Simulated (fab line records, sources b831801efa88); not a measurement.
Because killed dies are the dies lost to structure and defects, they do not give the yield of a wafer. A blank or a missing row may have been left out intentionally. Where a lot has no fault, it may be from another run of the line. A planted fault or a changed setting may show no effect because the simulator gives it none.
Which tool is to blame? :: flow sky130 :: 18 wafers from 6 lots sampled at 2 of the route's 708 steps

## WHAT THE GAUGES READ, wafer by wafer
SKY_PASSIVATION_THK_MEAS_01.
lot: L408
measured: day 44 06:13
on: film_metro-01
PASSIVATION_CVD_00_THK (nm): 89.4 89.2 90.4

lot: L414
measured: day 45 23:41
on: film_metro-01
PASSIVATION_CVD_00_THK (nm): 90.4 90.4 91.6

lot: L417
measured: day 46 11:20
on: film_metro-02
PASSIVATION_CVD_00_THK (nm): 89.1 90.6 90.9

lot: L418
measured: day 46 19:24
on: film_metro-02
PASSIVATION_CVD_00_THK (nm): 89.9 90.4 90.7

lot: L420
measured: day 47 05:23
on: film_metro-02
PASSIVATION_CVD_00_THK (nm): 89.6 88.3 90.7

lot: L426
measured: day 48 17:09
on: film_metro-03
PASSIVATION_CVD_00_THK (nm): 92.0 90.9 91.5

## WHAT TOOL EACH LOT RAN ON (gives the tool, then ch and the chambers of the sampled wafers, and finally the start)
lot: L408
SKY_LI_CONTACT_STRIP_16: plasma_asher-04 ch 0,1, day 29 16:05

lot: L414
SKY_LI_CONTACT_STRIP_16: plasma_asher-04 ch 0,1, day 31 22:10

lot: L417
SKY_LI_CONTACT_STRIP_16: plasma_asher-01 ch 0,1, day 32 12:41

lot: L418
SKY_LI_CONTACT_STRIP_16: plasma_asher-03 ch 0,1, day 32 21:53

lot: L420
SKY_LI_CONTACT_STRIP_16: plasma_asher-04 ch 0,1, day 33 12:00

lot: L426
SKY_LI_CONTACT_STRIP_16: plasma_asher-04 ch 0,1, day 35 11:09
- SKY_LI_CONTACT_STRIP_16: strips in O2/N2.

## THE ANSWER, worked out from the rows above alone
Rule: the lots themselves supply what counts as usual. The widest of any qualifying gaps counts: lots, ordered by their means at a reading, are off when they make up no more than a third of the lots, leave a main group of 4 or more, and stand apart from it by 3 or more times the standard deviation of that group's means. A main group whose means are all the same, to the digits that the tables above print for the reading, isn't used. Also off: a lot with no number at a reading for which 4 or more lots have one. The other lots that the step has rows for count as sound.
Nothing can be told from this: no lot is off at any reading shown.

## WHAT THE SIMULATOR HAD INSERTED
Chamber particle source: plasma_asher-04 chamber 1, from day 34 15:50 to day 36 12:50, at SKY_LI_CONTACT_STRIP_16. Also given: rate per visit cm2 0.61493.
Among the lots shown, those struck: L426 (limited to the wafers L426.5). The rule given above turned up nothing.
